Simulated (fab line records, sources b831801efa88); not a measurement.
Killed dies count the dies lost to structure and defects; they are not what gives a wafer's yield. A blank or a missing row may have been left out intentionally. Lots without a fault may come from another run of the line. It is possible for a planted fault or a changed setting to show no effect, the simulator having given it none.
Which tool was responsible? / flow sky130 / 6 lots, 18 wafers sampled, at 3 steps of a route of 708

== WHAT THE GAUGES READ, wafer by wafer ==
SKY_VIA2_CD_MEAS_12: target cd 200 nm.
lot=L329; measured=day 37 19:19; on=cdSem-01; cdNm (nm)=200.5 198.1 200.3
lot=L330; measured=day 38 07:35; on=cdSem-02; cdNm (nm)=202.7 201.8 202.7
lot=L334; measured=day 39 08:53; on=cdSem-01; cdNm (nm)=198.4 199.4 198.3
lot=L340; measured=day 40 22:05; on=cdSem-01; cdNm (nm)=198.7 198.1 197.1
lot=L346; measured=day 42 15:46; on=cdSem-02; cdNm (nm)=199.7 200.5 201.1
lot=L348; measured=day 43 11:49; on=cdSem-02; cdNm (nm)=200.0 198.4 199.0

== TOOL THAT RAN EACH LOT (tool first, then ch and the chambers of the sampled wafers, then the start) ==
lot=L329; SKY_METAL2_SPUTTER_03=pvdSputter-03, day 35 13:47; SKY_METAL2_DESCUM_17=rieMetal-01 ch 0,1, day 36 16:28
lot=L330; SKY_METAL2_SPUTTER_03=pvdSputter-01, day 36 02:24; SKY_METAL2_DESCUM_17=rieMetal-03 ch 0,1, day 37 04:58
lot=L334; SKY_METAL2_SPUTTER_03=pvdSputter-04, day 37 05:36; SKY_METAL2_DESCUM_17=rieMetal-02 ch 0, day 38 06:55
lot=L340; SKY_METAL2_SPUTTER_03=pvdSputter-04, day 38 19:33; SKY_METAL2_DESCUM_17=rieMetal-03 ch 0,1, day 39 20:47
lot=L346; SKY_METAL2_SPUTTER_03=pvdSputter-04, day 40 14:43; SKY_METAL2_DESCUM_17=rieMetal-02 ch 0,1, day 41 15:01
lot=L348; SKY_METAL2_SPUTTER_03=pvdSputter-01, day 41 12:18; SKY_METAL2_DESCUM_17=rieMetal-01 ch 0, day 42 11:31
- SKY_METAL2_SPUTTER_03: material Ti, target thk 5 nm, time 3.3 s.
- SKY_METAL2_DESCUM_17: chemistry O2, time 8 s.

== THE ANSWER, worked out from the rows above alone ==
Rule: what is usual is taken from the lots themselves. The widest of any qualifying gaps counts: lots, ordered by their means at a reading, are off when they make up no more than a third of the lots, leave a main group of 4 or more, and stand apart from it by 3 or more times the standard deviation of that group's means. A main group is skipped when, at the precision printed for the reading in the tables above, its means are all equal. A lot without any number at a reading at which 4 lots or more have one is off too. All remaining lots with rows at the step are treated as sound.
No lot is off on any of the readings shown, so nothing can be concluded from this.

== WHAT THE SIMULATOR PUT IN ==
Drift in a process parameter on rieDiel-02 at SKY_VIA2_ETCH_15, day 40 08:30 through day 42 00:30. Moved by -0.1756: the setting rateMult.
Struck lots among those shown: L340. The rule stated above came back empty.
